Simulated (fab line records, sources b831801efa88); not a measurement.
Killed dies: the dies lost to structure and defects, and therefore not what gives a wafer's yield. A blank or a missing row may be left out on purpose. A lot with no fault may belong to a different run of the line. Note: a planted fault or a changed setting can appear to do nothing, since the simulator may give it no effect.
Which of the tools did it? | flow sky130 | 14 lots with 42 wafers sampled at 4 steps, on a route of 708 steps

== WHAT THE GAUGES SHOWED, per wafer ==
SKY_CONTACT_CD_MEAS_14: the cd target is 170 nm. Usual: cd nm at 169.9 nm, with a standard deviation of 1.4.
lot  | measured     | on        | cd nm (nm)        | flag
L448 | day 31 19:14 | cd sem-02 | 170.1 169.8 170.7 |
L451 | day 33 10:35 | cd sem-01 | 168.5 168.3 169.4 |
L453 | day 33 22:54 | cd sem-02 | 170.5 169.9 171.0 |
L456 | day 35 05:04 | cd sem-02 | 170.2 170.6 171.6 |
L457 | day 35 10:37 | cd sem-01 | 169.3 170.5 171.1 |
L459 | day 37 16:45 | cd sem-02 | 170.3 171.2 170.6 |
L462 | day 37 15:13 | cd sem-01 | 166.9 167.4 166.7 |
L463 | day 37 12:00 | cd sem-02 | 169.6 169.5 168.1 |
L464 | day 37 18:37 | cd sem-01 | 169.2 169.5 170.3 |
L465 | day 37 19:41 | cd sem-02 | 170.9 172.7 170.3 |
L466 | day 37 20:04 | cd sem-01 | 170.6 169.0 169.2 |
L469 | day 39 09:59 | cd sem-01 | 167.9 169.0 168.9 |
L468 | day 39 06:23 | cd sem-01 | 172.0 171.2 172.9 |
L470 | day 39 13:31 | cd sem-01 | 167.0 166.9 166.5 |

SKY_METAL1_THK_MEAS_06: measures by xrf. Usual: METAL1_ALCU_THK gives 247.7 nm (standard deviation 2.9).
lot  | measured     | on            | METAL1_ALCU_THK (nm) | flag
L448 | day 31 21:05 | film metro-02 | 246.7 245.2 248.0    |
L451 | day 33 12:25 | film metro-01 | 248.1 249.2 251.2    |
L453 | day 34 00:42 | film metro-01 | 248.5 246.6 244.4    |
L456 | day 35 06:52 | film metro-03 | 248.6 247.3 251.8    |
L457 | day 35 12:28 | film metro-03 | 249.5 253.9 250.2    |
L459 | day 37 18:46 | film metro-02 | 248.0 246.3 246.9    |
L462 | day 37 16:59 | film metro-03 | 245.0 247.8 245.3    |
L463 | day 37 13:55 | film metro-02 | 248.8 247.7 250.5    |
L464 | day 37 20:24 | film metro-01 | 249.8 253.0 248.8    |
L465 | day 37 21:59 | film metro-03 | 245.2 247.6 247.1    |
L466 | day 37 22:20 | film metro-01 | 254.8 251.5 252.6    |
L469 | day 39 11:52 | film metro-03 | 247.8 248.4 248.1    |
L468 | day 39 08:20 | film metro-02 | 247.6 249.4 246.3    |
L470 | day 39 15:20 | film metro-03 | 249.7 248.6 249.1    |

SKY_METAL2_OVL_MEAS_16. Usual: METAL2_OVL gives 0 nm (standard deviation 6.2).
lot  | measured     | on         | METAL2_OVL (nm) | flag
L448 | day 35 02:23 | overlay-02 | 8 8 11          |
L451 | day 36 18:29 | overlay-01 | -5 1 -2         |
L453 | day 37 06:29 | overlay-01 | 5 8 5           |
L456 | day 38 12:43 | overlay-02 | 7 9 7           |
L457 | day 38 22:32 | overlay-01 | -11 -9 -9       |
L459 | day 40 23:49 | overlay-01 | -6 -1 -7        |
L462 | day 40 21:54 | overlay-01 | 5 -2 -6         |
L463 | day 40 19:05 | overlay-01 | -3 0 -7         |
L464 | day 41 01:54 | overlay-02 | 6 -1 3          |
L465 | day 41 03:51 | overlay-01 | 5 1 2           |
L466 | day 41 04:11 | overlay-02 | 10 6 1          |
L469 | day 42 15:20 | overlay-01 | -8 -3 0         |
L468 | day 42 13:20 | overlay-02 | 0 -1 -2         |
L470 | day 42 19:26 | overlay-01 | 3 1 -4          |

== WHICH TOOL RAN EACH LOT (tool, then ch and the chambers of the sampled wafers, then the start) ==
lot  | SKY_VT_ADJUST_LVTN_EXPOSE_15
L448 | iline stepper-01 ch 0, day 7 07:09
L451 | iline stepper-01 ch 0, day 8 01:19
L453 | iline stepper-02 ch 0, day 9 02:54
L456 | iline stepper-01 ch 0, day 10 01:06
L457 | iline stepper-02 ch 0, day 10 07:53
L459 | iline stepper-02 ch 0, day 10 20:38
L462 | iline stepper-01, day 11 14:52
L463 | iline stepper-01, day 12 00:34
L464 | iline stepper-02 ch 0, day 12 12:58
L465 | iline stepper-01 ch 0, day 12 18:03
L466 | iline stepper-01 ch 0, day 13 00:37
L469 | iline stepper-01 ch 0, day 14 05:29
L468 | iline stepper-02 ch 0, day 14 06:27
L470 | iline stepper-02 ch 0, day 14 15:16
- SKY_VT_ADJUST_LVTN_EXPOSE_15: exposes mask HVN STD DERIVED, target cd 600 nm.

== AS READ BY THE TOOLS THEMSELVES (means over the sampled wafers that have a number; for cases with no such wafer, the mark the record gives instead) ==
SKY_VT_ADJUST_LVTN_EXPOSE_15. Usual: exposure dose mJ cm2 163.01, standard deviation 0.17; focus offset nm 0.0 nm, standard deviation 0.46.
lot  | tool             | exposure dose mJ cm2 | focus offset nm (nm) | flag
L448 | iline stepper-01 | 163.21               | 0.1                  |
L451 | iline stepper-01 | 163.17               | 0.1                  |
L453 | iline stepper-02 | 163.03               | -0.1                 |
L456 | iline stepper-01 | 162.89               | 0.1                  |
L457 | iline stepper-02 | 163.20               | -0.2                 |
L459 | iline stepper-02 | 163.16               | 0.2                  |
L462 | iline stepper-01 | -                    | -                    | OFF
L463 | iline stepper-01 | -                    | -                    | OFF
L464 | iline stepper-02 | 162.94               | 0.4                  |
L465 | iline stepper-01 | 162.85               | -0.2                 |
L466 | iline stepper-01 | 163.22               | -0.2                 |
L469 | iline stepper-01 | 163.00               | -0.2                 |
L468 | iline stepper-02 | 162.97               | -0.1                 |
L470 | iline stepper-02 | 163.03               | 0.1                  |

== THE ANSWER, worked out from the rows above alone ==
Rule: a lot counts as off when the mean over its wafers that have a number is more than 3 standard deviations away from the usual mean. A lot without any number at a reading at which 4 lots or more have one is off too. The other lots that the step has rows for count as sound. After the gauges, taken in route order, come the tools' own readings; for these a lot's mean is taken, as printed above. At the first step where some lot is off, the reading lying furthest off is the one used; lots without a number count as furthest.
Off at SKY_VT_ADJUST_LVTN_EXPOSE_15 (exposure dose mJ cm2): L462, L463. Without a number there: L462, L463.
If a tool, at that step or one of the process steps before it, ran each lot that is off and ran no sound lot following the first of them, it fits. None of those tried fits.

== WHAT WAS PUT IN BY THE SIMULATOR ==
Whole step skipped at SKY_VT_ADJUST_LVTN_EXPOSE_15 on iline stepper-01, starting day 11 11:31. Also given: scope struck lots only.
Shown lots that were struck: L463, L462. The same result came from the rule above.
